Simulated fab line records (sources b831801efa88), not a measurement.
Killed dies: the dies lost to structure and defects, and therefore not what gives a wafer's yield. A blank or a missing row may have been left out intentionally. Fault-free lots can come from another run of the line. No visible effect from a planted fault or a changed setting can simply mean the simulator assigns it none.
fab line records	flow sky130
record: lots: 12	wafers: 36	last-day: 50
route steps=708 shown FIELD_ISO@3 VT_ADJUST_LVTN@116 POLY_GATE@227 LDD_LDN@301
lots that met no fault: taken from a fault-free run of the same line
start-h: hours from the record's opening day to when the first of the lot's shown wafers began	wait-h: hours from the lot's prior step to this one	" unchanged from the row above	L1.1+2: one row covering several wafers at once	- either no value or no given start	* or withheld: withheld	< > ~ a bound
route shown NAME@n: names a module that has steps shown in the file, with the first one's number in the route	usual: average and standard deviation across the fault-free wafers	same: alike in all rows	chamber/n: place in a boat	sites: the reading at each site	_std_site: standard deviation of those values	_edge_site: inner sites' mean taken away from outer sites' mean	radius-mm: for every site, how far away it sits from the centre of the wafer	mask NAME#n: copy n	behind: the last tool/chamber to shape the wafer	hold: what put the lot on hold/how long, in hours/how the hold closed	device: whichever transistor did not switch (one of n, p or np)	end of line: the route-end tests of the same wafers	step lacking rows: just its recipe	killed: at the first sort, the dies lost to defects and structure; wafer yield is something else	map: the dies of a wafer, with x for killed, . for not killed, _ for no die there
set.NAME: the setting the step ran with; set.NAME@STEP: the setting that earlier step ran with	model.NAME: the simulator's own value behind a step, which no gauge read
route steps across a sampled set of lots; one table per step, one row per wafer
services: a tool's chamber out of use, with start hour (start-h, from the record's first day; less than 0 if before it), hours out, and reason
== steps ==
step: SKY_FIELD_ISO_THK_MEAS_02
recipe: reads: SiO2_of_FIELD_ISO_OXIDATION_01
usual: FIELD_ISO_OXIDATION_00_THK: 12.01/0.26
lot.wafer	tool	chamber	start-h	wait-h	FIELD_ISO_OXIDATION_00_THK[nm]
L865.3	film-metro-01	-	11.65	0.0	11.78
L865.5	"	-	"	"	11.84
L865.6	"	-	"	"	12.04
L866.1	film-metro-01	-	17.10	0.0	11.75
L866.2	"	-	"	"	11.92
L866.5	"	-	"	"	11.80
L867.2	film-metro-03	-	22.02	0.0	12.17
L867.3	"	-	"	"	12.26
L867.5	"	-	"	"	12.34
L869.1	film-metro-02	-	33.63	0.0	11.86
L869.2	"	-	"	"	11.87
L869.5	"	-	"	"	12.11
L870.1	film-metro-03	-	38.18	0.0	11.37
L870.2	"	-	"	"	11.56
L870.6	"	-	"	"	11.47
L872.1	film-metro-03	-	47.66	0.0	12.26
L872.4	"	-	"	"	12.23
L872.6	"	-	"	"	12.17
L873.3	film-metro-03	-	51.65	0.0	12.27
L873.5	"	-	"	"	12.41
L873.6	"	-	"	"	12.33
L877.3	film-metro-02	-	73.07	0.0	12.04
L877.4	"	-	"	"	11.88
L877.6	"	-	"	"	11.80
L879.1	film-metro-02	-	82.42	0.0	11.76
L879.2	"	-	"	"	11.80
L879.5	"	-	"	"	11.71
L885.2	film-metro-03	-	115.63	0.0	12.11
L885.3	"	-	"	"	12.10
L885.4	"	-	"	"	11.99
L887.3	film-metro-02	-	122.86	0.0	12.41
L887.4	"	-	"	"	12.42
L887.5	"	-	"	"	12.17
L888.2	film-metro-01	-	127.39	0.0	12.59
L888.3	"	-	"	"	12.46
L888.4	"	-	"	"	12.49
step: SKY_VT_ADJUST_LVTN_IMPLANT_19
recipe: species: B	energy-kev: 30	dose-cm2: 6.5e+11	tilt-deg: withheld
usual: dose-ions-cm2: 6.501e+11/8e+08	faraday-current-uA: 3.66/0.074
same: implant-ion-amu: 11
lot.wafer	tool	chamber	start-h	wait-h	dose-ions-cm2	faraday-current-uA
L865.3	implanter-03	0	163.26	0.1	6.498e+11	3.71
L865.5	"	0	"	"	6.488e+11	3.56
L865.6	"	0	"	"	6.504e+11	3.51
L866.1	implanter-03	0	175.11	0.2	6.496e+11	3.72
L866.2	"	0	"	"	6.485e+11	3.63
L866.5	"	0	"	"	6.495e+11	3.65
L867.2	implanter-03	0	177.68	0.0	6.491e+11	3.67
L867.3	"	0	"	"	6.488e+11	3.59
L867.5	"	0	"	"	6.499e+11	3.68
L869.1	implanter-01	0	187.45	0.0	6.491e+11	3.64
L869.2	"	0	"	"	6.495e+11	3.63
L869.5	"	0	"	"	6.505e+11	3.58
L870.1	implanter-03	0	196.85	0.0	6.513e+11	3.66
L870.2	"	0	"	"	6.5e+11	3.65
L870.6	"	0	"	"	6.497e+11	3.59
L872.1	implanter-01	0	212.44	0.0	6.507e+11	3.58
L872.4	"	0	"	"	6.492e+11	3.68
L872.6	"	0	"	"	6.518e+11	3.65
L873.3	implanter-04	0	217.24	0.1	6.501e+11	3.66
L873.5	"	0	"	"	6.501e+11	3.74
L873.6	"	0	"	"	6.509e+11	3.71
L877.3	implanter-03	0	244.14	0.1	2.299e+11	1.29
L877.4	"	0	"	"	2.311e+11	1.28
L877.6	"	0	"	"	2.296e+11	1.26
L879.1	implanter-03	0	261.39	0.0	2.32e+11	1.27
L879.2	"	0	"	"	2.328e+11	1.32
L879.5	"	0	"	"	2.325e+11	1.35
L885.2	implanter-01	0	300.27	0.0	6.518e+11	3.55
L885.3	"	0	"	"	6.508e+11	3.85
L885.4	"	0	"	"	6.501e+11	3.60
L887.3	implanter-04	0	322.49	0.1	6.503e+11	3.61
L887.4	"	0	"	"	6.493e+11	3.72
L887.5	"	0	"	"	6.499e+11	3.59
L888.2	implanter-03	0	324.41	0.0	6.505e+11	3.49
L888.3	"	0	"	"	6.495e+11	3.66
L888.4	"	0	"	"	6.507e+11	3.56
step: SKY_VT_ADJUST_LVTN_TW_MEAS_21
usual: VT_ADJUST_LVTN_2_TW: 189.2/1.4
lot.wafer	tool	chamber	start-h	wait-h	VT_ADJUST_LVTN_2_TW
L865.3	film-metro-04	-	163.48	0.1	188.7
L865.5	"	-	"	"	188.0
L865.6	"	-	"	"	187.9
L866.1	film-metro-04	-	175.36	0.1	188.5
L866.2	"	-	"	"	189.4
L866.5	"	-	"	"	190.3
L867.2	film-metro-02	-	177.92	0.1	188.8
L867.3	"	-	"	"	188.8
L867.5	"	-	"	"	189.0
L869.1	film-metro-02	-	187.70	0.1	188.7
L869.2	"	-	"	"	188.4
L869.5	"	-	"	"	188.1
L870.1	film-metro-04	-	197.10	0.1	188.8
L870.2	"	-	"	"	189.3
L870.6	"	-	"	"	188.6
L872.1	film-metro-01	-	212.69	0.1	191.6
L872.4	"	-	"	"	190.9
L872.6	"	-	"	"	190.6
L873.3	film-metro-01	-	217.46	0.1	190.8
L873.5	"	-	"	"	191.7
L873.6	"	-	"	"	190.5
L877.3	film-metro-02	-	244.36	0.1	141.7
L877.4	"	-	"	"	141.9
L877.6	"	-	"	"	141.3
L879.1	film-metro-01	-	261.64	0.1	143.3
L879.2	"	-	"	"	142.9
L879.5	"	-	"	"	143.9
L885.2	film-metro-01	-	300.51	0.1	190.3
L885.3	"	-	"	"	189.8
L885.4	"	-	"	"	190.5
L887.3	film-metro-02	-	322.71	0.1	188.1
L887.4	"	-	"	"	187.5
L887.5	"	-	"	"	188.0
L888.2	film-metro-02	-	324.65	0.1	186.5
L888.3	"	-	"	"	187.2
L888.4	"	-	"	"	188.5
step: SKY_POLY_GATE_CD_MEAS_13
recipe: target-cd-nm: 150
usual: cd-nm: 150.1/1.2
lot.wafer	tool	chamber	start-h	wait-h	cd-nm
L865.3	cd-sem-02	-	369.99	-	147.8
L865.5	"	-	"	"	148.2
L865.6	"	-	"	"	148.6
L866.1	cd-sem-02	-	386.06	-	152.1
L866.2	"	-	"	"	149.8
L866.5	"	-	"	"	150.6
L867.2	cd-sem-02	-	388.79	-	149.2
L867.3	"	-	"	"	149.1
L867.5	"	-	"	"	149.8
L869.1	cd-sem-02	-	401.07	-	151.2
L869.2	"	-	"	"	150.9
L869.5	"	-	"	"	151.0
L870.1	cd-sem-01	-	429.27	-	151.3
L870.2	"	-	"	"	151.0
L870.6	"	-	"	"	151.8
L872.1	cd-sem-01	-	434.51	-	148.6
L872.4	"	-	"	"	148.6
L872.6	"	-	"	"	147.9
L873.3	cd-sem-01	-	440.56	-	150.3
L873.5	"	-	"	"	150.7
L873.6	"	-	"	"	151.0
L877.3	cd-sem-01	-	493.76	-	150.3
L877.4	"	-	"	"	150.2
L877.6	"	-	"	"	148.8
L879.1	cd-sem-01	-	500.62	-	151.0
L879.2	"	-	"	"	151.9
L879.5	"	-	"	"	152.4
L885.2	cd-sem-02	-	566.67	-	148.3
L885.3	"	-	"	"	149.5
L885.4	"	-	"	"	149.2
L887.3	cd-sem-01	-	567.61	-	149.9
L887.4	"	-	"	"	149.1
L887.5	"	-	"	"	149.5
L888.2	cd-sem-02	-	577.32	-	151.7
L888.3	"	-	"	"	150.2
L888.4	"	-	"	"	152.1
step: SKY_LDD_LDN_STRIP_12
recipe: chemistry: O2/N2	power-w: 1400	pressure-mtorr: 1500	platen-temp-c: withheld	o2-flow-sccm: 3000	n2-flow-sccm: 300	overash-fraction: 0.5
usual: chamber-pressure-mTorr: 1500.1/1.4	drypump-motor-current-A: 5.54/0.25	oes-product-au: 0.715/0.0048	strip-time-to-endpoint-s: 14.17/0.032
lot.wafer	tool	chamber	start-h	wait-h	chamber-pressure-mTorr	drypump-motor-current-A	oes-product-au	rf-hours-counter-h	strip-time-to-endpoint-s
L865.3	plasma-asher-03	1	522.03	0.1	1500.0	5.69	0.713	-	14.14
L865.5	"	1	"	"	1500.7	5.68	0.716	-	14.13
L865.6	"	0	"	"	1500.0	5.13	0.704	-	14.12
L866.1	plasma-asher-02	1	540.07	0.1	1500.3	5.51	0.714	40	14.19
L866.2	"	0	"	"	1499.8	5.61	0.708	40	14.18
L866.5	"	0	"	"	1497.1	5.61	0.721	-	14.13
L867.2	plasma-asher-02	1	544.16	0.1	1498.5	5.49	0.715	41	14.18
L867.3	"	0	"	"	1499.5	5.63	0.715	-	14.17
L867.5	"	1	"	"	1501.9	5.49	0.715	-	14.23
L869.1	plasma-asher-03	0	558.22	0.1	1502.2	5.15	0.717	84	14.15
L869.2	"	1	"	"	1498.1	5.68	0.718	84	14.18
L869.5	"	1	"	"	1501.6	5.69	0.711	-	14.16
L870.1	plasma-asher-03	1	586.70	0.1	1500.7	5.68	0.717	87	14.17
L870.2	"	0	"	"	1497.1	5.15	0.714	87	14.17
L870.6	"	0	"	"	1501.5	5.13	0.718	-	14.18
L872.1	plasma-asher-01	1	591.21	0.1	1499.3	5.86	0.716	16	14.14
L872.4	"	1	"	"	1497.8	5.84	0.718	-	14.14
L872.6	"	1	"	"	1498.6	5.86	0.721	-	14.17
L873.3	plasma-asher-02	1	596.65	0.1	1498.6	5.50	0.717	-	14.13
L873.5	"	1	"	"	1498.8	5.47	0.713	-	14.18
L873.6	"	0	"	"	1500.5	5.62	0.713	-	14.14
L877.3	plasma-asher-01	1	647.48	0.1	1501.7	5.85	0.709	-	14.20
L877.4	"	0	"	"	1501.8	5.61	0.715	-	14.20
L877.6	"	0	"	"	1499.8	5.61	0.711	-	14.19
L879.1	plasma-asher-01	1	652.55	0.1	1497.2	5.84	0.726	23	14.14
L879.2	"	0	"	"	1500.9	5.61	0.720	23	14.14
L879.5	"	1	"	"	1500.9	5.84	0.718	-	14.19
L885.2	plasma-asher-01	0	713.61	0.1	1500.7	5.62	0.720	31	14.16
L885.3	"	0	"	"	1501.8	5.60	0.714	-	14.14
L885.4	"	1	"	"	1501.4	5.83	0.711	-	14.19
L887.3	plasma-asher-01	1	715.60	0.1	1502.5	5.81	0.728	-	14.14
L887.4	"	0	"	"	1499.2	5.60	0.714	-	14.16
L887.5	"	1	"	"	1502.1	5.88	0.711	-	14.15
L888.2	plasma-asher-02	0	723.06	0.1	1499.2	5.62	0.708	51	14.15
L888.3	"	0	"	"	1501.0	5.60	0.716	-	14.19
L888.4	"	1	"	"	1501.9	5.50	0.708	-	14.14
== services ==
tool	chamber	start-h	hours	kind
implanter-03	-	146.15	13.5	pm
implanter-03	-	164.07	5.3	pm
implanter-03	-	182.59	3.0	repair
plasma-asher-02	-	206.19	2.4	repair
plasma-asher-01	-	231.80	2.8	pm
implanter-03	-	257.02	2.4	repair
plasma-asher-02	-	257.34	12.0	repair
plasma-asher-02	-	258.78	7.4	repair
plasma-asher-02	-	317.75	1.2	repair
implanter-03	-	345.00	6.8	repair
plasma-asher-02	-	364.09	1.0	repair
plasma-asher-02	-	382.40	2.8	pm
plasma-asher-01	-	421.35	9.0	pm
plasma-asher-01	-	446.51	1.3	repair
implanter-03	-	508.61	14.4	repair
implanter-03	-	577.36	2.1	repair
plasma-asher-01	-	594.49	1.9	repair
plasma-asher-02	-	631.54	77.4	repair
implanter-03	-	648.15	0.7	repair
implanter-03	-	651.29	5.3	pm
implanter-03	-	657.36	0.6	repair
implanter-03	-	670.16	1.9	repair
implanter-03	-	696.65	6.7	pm
implanter-03	-	716.17	12.6	pm
== key ==
first-sign: step: SKY_VT_ADJUST_LVTN_IMPLANT_19	reading: dose-ions-cm2	direction: down	sigmas: 99+	usual: *	struck: *
effect: step: SKY_VT_ADJUST_LVTN_IMPLANT_19	reading: faraday-current-uA	direction: down	sigmas: 32	usual: 3.66	struck: 1.29
effect: step: SKY_VT_ADJUST_LVTN_TW_MEAS_21	reading: VT_ADJUST_LVTN_2_TW	direction: down	sigmas: 34	usual: 189.2	struck: 142.5
met-at SKY_VT_ADJUST_LVTN_IMPLANT_19
struck-lots L877,L879
tester-left-out L877,L879
not-acting-at SKY_FIELD_ISO_THK_MEAS_02,SKY_POLY_GATE_CD_MEAS_13,SKY_LDD_LDN_STRIP_12
onset-between 196.85 244.14
fault: kind: process-parameter-drift	tool: implanter-03	chamber: -	onset-h: 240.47	steps: SKY_VT_ADJUST_LVTN_IMPLANT_19	channel: dose-cm2	offset: *	shape: step	end-h: 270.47	acts-in: *	stated: *
tester-left-out: of these lots the tester's yield and bins aren't shown, on N5 and GAA mostly nor the transistor test; their killed dies are dies lost to structure and defects alone, not to doping, threshold or leakage, so they don't give the yield
